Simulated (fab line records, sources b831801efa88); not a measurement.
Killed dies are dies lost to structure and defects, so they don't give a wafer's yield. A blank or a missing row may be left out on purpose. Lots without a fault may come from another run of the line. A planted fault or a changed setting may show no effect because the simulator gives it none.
Chamber matching | flow gf180mcu | GF_CONTACT_CVD_02 on pecvd-03: 3 sister chambers
The step deposits SiO2 from TEOS, target thk 860 nm, time 95.992 s. 6 wafers are shown with their chamber, then 7 later ones without.

WAFERS WITH THEIR CHAMBER
wafer  | chamber | heater_power_w (W) | heater_power_outer_w (W)
L873.1 | 2       | 641                | 351
L875.4 | 2       | 722                | 422
L881.3 | 1       | 527                | 322
L881.5 | 1       | 566                | 352
L882.3 | 0       | 631                | 354
L882.4 | 0       | 675                | 361

WAFERS WITHOUT THEIR CHAMBER
wafer  | heater_power_w (W) | heater_power_outer_w (W)
L882.6 | 475                | 286
L885.1 | 601                | 333
L885.4 | 598                | 378
L885.5 | 664                | 364
L886.4 | 473                | 285
L886.5 | 588                | 308
L886.6 | 527                | 272

WHICH CHAMBER EACH WENT THROUGH
wafer  | from the rows above          | in truth
L882.6 | 1                            | 1
L885.1 | can't be placed: 1 or 0 or 2 | 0
L885.4 | can't be placed: 0 or 1 or 2 | 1
L885.5 | can't be placed: 0 or 2      | 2
L886.4 | 1                            | 1
L886.5 | can't be placed: 1 or 0      | 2
L886.6 | can't be placed: 1 or 0      | 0
Placed correctly: 2 of 7. Can't be placed from these rows: 5 (the true chamber is among the candidates in 4). Placed wrongly: 0.
How it was worked out, from the rows above alone: a wafer's distance from a chamber is the root of the sum, over the readings, of the square of ((its reading less the chamber's mean) divided by the reading's scatter). The wafer belongs to the nearest chamber; if the next one is less than 2 further off, it can't be placed. A chamber's mean is the mean of its shown wafers. The scatter: the root of (the sum of the squares of (reading less its chamber's mean) over the shown wafers, divided by (wafers less chambers)).
